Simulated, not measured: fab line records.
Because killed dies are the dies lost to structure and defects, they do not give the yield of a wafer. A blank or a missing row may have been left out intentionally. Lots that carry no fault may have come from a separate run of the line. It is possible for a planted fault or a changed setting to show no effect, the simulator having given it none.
Matching of chambers    flow sfq line    SFQ_TRILAYER_I0_VIA_ETCH_VIA_ETCH_034 on rie diel-02: 4 sister chambers
The step etches SiO2 in CHF3, stops on Nb, target depth 260 nm. 4 wafers are shown with their chamber, then 7 later ones without.

== EACH WAFER AND ITS CHAMBER ==
wafer   chamber  drypump motor current A (A)
L726.1  3        5.7
L726.4  2        5.4
L727.2  1        5.2
L727.3  0        5.9

== WAFERS WITH NO CHAMBER GIVEN ==
wafer   drypump motor current A (A)
L727.6  5.8
L728.3  5.9
L728.5  5.7
L728.6  5.3
L729.1  5.7
L729.2  5.8
L729.5  5.3

== CHAMBER TAKEN BY EACH ==
wafer   from the rows above      in truth
L727.6  can't be placed: 3 or 0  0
L728.3  0                        0
L728.5  3                        3
L728.6  can't be placed: 1 or 2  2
L729.1  3                        3
L729.2  can't be placed: 3 or 0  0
L729.5  can't be placed: 1 or 2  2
Correctly placed: 3 of 7. Not placeable from these rows: 4 (in 4, the candidates include the true chamber). Placed wrongly: 0.
How it was worked out, from the rows above alone: a wafer's distance from a chamber is the root of the sum, over the readings, of the square of ((its reading less the chamber's mean) divided by the reading's scatter). The wafer belongs to the nearest chamber; if the next one is less than 2 further off, it can't be placed. For every chamber, the mean is computed from those of its wafers that are shown. The scatter: with one shown wafer a chamber, the root of the mean of the squares of how far each hidden wafer lies from its nearest shown one.
